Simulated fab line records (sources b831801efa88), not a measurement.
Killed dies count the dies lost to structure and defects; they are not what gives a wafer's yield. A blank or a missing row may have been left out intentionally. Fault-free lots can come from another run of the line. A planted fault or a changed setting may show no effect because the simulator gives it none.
Comparing a struck lot with a sound one || flow sky130 || 31 steps out of a route of 708
Sound: these wafers, L877.1, L877.2, L877.3. Struck: wafer L882.1. (L882.3, L882.6 of the same lot were not struck and are left out.) The cause comes at the end.
Order at every step that has rows: each side's tool, ch and its chambers, its first start. Under that, the readings that differ: sound wafers || struck wafers || difference of the means || sigmas: that difference in standard deviations of wafers without a fault.
alike: words and numbers the same on both sides, and readings whose means are apart by under 2 such deviations; not compared: readings that were withheld, readings missing a value for some wafer, numbers with overlapping values and no deviation given by the record, and bounds like >300 which may hide the same value.
The two part at a step that has a row with sigmas, a row that says differs or no value, or rows on one side only. When numbers do not overlap yet have no deviation, they are printed without sigmas and do not part them. A reading missing from all wafers of one side parts the sides only when that side holds two or more wafers.

first, 3 steps without rows for these wafers: SKY_CONTACT_STRIP_20 (strips in post etch residue remover, time 1200 s); SKY_CONTACT_CLEAN_21 (cleans in IPA, time 180 s); SKY_CONTACT_CLEAN_22 (cleans in O3/DIW).
SKY_CONTACT_SPUTTER_23: material TiN, target thk 20 nm, time 80 s.
  sound on pvd_sputter-04, day 31 11:42; struck on pvd_sputter-01, day 33 15:47
{"reading": "throttle_valve_pct (%)", "sound": "29.1 30.5 28.5", "struck": 31.1, "difference": "+1.7", "sigmas": "+2"}
SKY_CONTACT_CVD_24: deposits W, target thk 340 nm, time 102.12 s.
  sound on cvd_w-01 ch 0,1, day 31 11:46; struck on cvd_w-01 ch 1, day 33 15:51
  alike: heater_power_w
SKY_CONTACT_RS_MEAS_25: a four-point-probe measurement.
  sound on film_metro-02, day 31 11:52; struck on film_metro-02, day 33 15:58
  alike: CONTACT_W_RS
SKY_CONTACT_THK_MEAS_26: measures by xrf.
  sound on film_metro-02, day 31 11:59; struck on film_metro-02, day 33 16:05
  alike: CONTACT_W_THK
then, 1 step without rows for these wafers: SKY_CONTACT_CMP_27 (polishes, stops on SiO2, t overpolish 15 s, target thk 0 nm).
SKY_METAL1_SPUTTER_00: material Ti, target thk 15 nm, time 10 s.
  sound on pvd_sputter-03, day 31 12:21; struck on pvd_sputter-03, day 33 16:26
{"reading": "throttle_valve_pct (%)", "sound": "31.4 30.2 30.2", "struck": 28.7, "difference": -1.9, "sigmas": -2}
then, 3 steps without rows for these wafers: SKY_METAL1_SPUTTER_01 (material TiN, target thk 20 nm, time 16.7 s); SKY_METAL1_SPUTTER_02 (material AlCu, target thk 250 nm, time 13.3 s); SKY_METAL1_SPUTTER_03 (material Ti, target thk 5 nm, time 3.3 s).
SKY_METAL1_SPUTTER_04: material TiN, target thk 70 nm, time 58.3 s.
  sound on pvd_sputter-03, day 31 12:26; struck on pvd_sputter-03, day 33 16:32
{"reading": "throttle_valve_pct (%)", "sound": "31.5 30.1 30.2", "struck": 28.6, "difference": -2.0, "sigmas": -2}
{"reading": "model.TiN_of_METAL1_SPUTTER_04.thk_nm (nm)", "sound": "69.48 69.97 70.11", "struck": 38.69, "difference": -31.16, "sigmas": ""}
SKY_METAL1_RS_MEAS_05: a four-point-probe measurement.
  sound on film_metro-03, day 31 12:29; struck on film_metro-03, day 33 17:01
  alike: METAL1_ALCU_RS
  not compared: hold
SKY_METAL1_THK_MEAS_06: measures by xrf.
  sound on film_metro-03, day 31 12:37; struck on film_metro-03, day 33 21:52
{"reading": "METAL1_ALCU_THK (nm)", "sound": "248 248 246", "struck": 268, "difference": "+21", "sigmas": "+6"}
  not compared: hold
then, 7 steps without rows for these wafers: SKY_METAL1_HMDS_08 (prime time 60 s); SKY_METAL1_COAT_09 (resist thk 60 nm); SKY_METAL1_COAT_10 (resist thk 450 nm); SKY_METAL1_SOFTBAKE_11 (time 90 s); SKY_METAL1_EXPOSE_12 (exposes mask MM1, target cd 140 nm); SKY_METAL1_PEB_13; SKY_METAL1_DEVELOP_14 (develop time 60 s).
SKY_METAL1_CD_MEAS_15: the cd target is 140 nm.
  sound on cd_sem-02, day 32 16:10; struck on cd_sem-01, day 34 18:34
  alike: cd_nm
SKY_METAL1_OVL_MEAS_16:
  sound on overlay-01, day 32 16:17; struck on overlay-02, day 34 18:41
  alike: METAL1_OVL
SKY_METAL1_DESCUM_17: chemistry O2, time 8 s.
  sound on rie_metal-02 ch 0,1, day 32 16:20; struck on rie_metal-04 ch 0, day 34 18:44
{"reading": "drypump_motor_current_A (A)", "sound": "5.4 5.0 5.4", "struck": 6.2, "difference": "+0.9", "sigmas": "+2"}
  alike: oes_product_au, temp_c
  not compared: rf_hours_counter_h
then, 1 step without rows for these wafers: SKY_METAL1_ETCH_18 (etches BARC in N2/H2, stops on SiO2, time 45.9 s, target depth 60 nm).
SKY_METAL1_METAL_ETCH_19: etches the open film in Cl2/BCl3, stops on SiO2, target depth 360 nm, time 78 s.
  sound on rie_metal-02 ch 0,1, day 32 16:27; struck on rie_metal-04 ch 0, day 34 18:49
{"reading": "drypump_motor_current_A (A)", "sound": "5.4 5.0 5.4", "struck": 6.1, "difference": "+0.8", "sigmas": "+2"}
  alike: bias_w, oes_product_au, throttle_valve_pct
  not compared: rf_hours_counter_h
then, 1 step without rows for these wafers: SKY_METAL1_STRIP_20 (strips in O2/N2).
SKY_METAL1_STRIP_21: strips in post etch residue remover, time 1200 s.
  sound on wet_bench-03 ch 2, day 32 16:41; struck on wet_bench-04 ch 2, day 34 19:01
{"reading": "model.TiN_of_METAL1_SPUTTER_04.thk_nm (nm)", "sound": "69.06 69.56 69.7", "struck": 38.27, "difference": -31.17, "sigmas": ""}
  alike: temp_c
then, 1 step without rows for these wafers: SKY_METAL1_CLEAN_22 (cleans in IPA, time 180 s).
-- the record jumps here: 12 days lie between the struck wafers' starts before and after (it left off in module METAL1 and takes up again in module PAD_OPEN, whose first step shown is number 708 of the route) --
SKY_PAD_OPEN_PROBE_99:
  sound on prober-01, day 45 17:43; struck on prober-01, day 47 06:47
{"reading": "killed_at_M0_to_M3", "sound": "44 39 41", "struck": 58, "difference": "+17", "sigmas": "+2"}
{"reading": "model.etest.via1_chain.rc_ohm", "sound": "14.88 16.19 15.58", "struck": 14.5, "difference": -1.1, "sigmas": ""}
  alike: defect_limited_yield, killed_at_M4_up, killed_at_contacts, killed_at_front_end, killed_at_other, killed_dies, killed_on_rim, killed_open, killed_short, sort_bin_3_pad_short, sort_bin_5_function, sort_bin_6_memory, sort_n_pass, sort_yield_pct

== WHERE THEY PART ==
Earliest at SKY_CONTACT_SPUTTER_23; latest, in this record, at SKY_PAD_OPEN_PROBE_99.

WHY: what had been put in by the simulator
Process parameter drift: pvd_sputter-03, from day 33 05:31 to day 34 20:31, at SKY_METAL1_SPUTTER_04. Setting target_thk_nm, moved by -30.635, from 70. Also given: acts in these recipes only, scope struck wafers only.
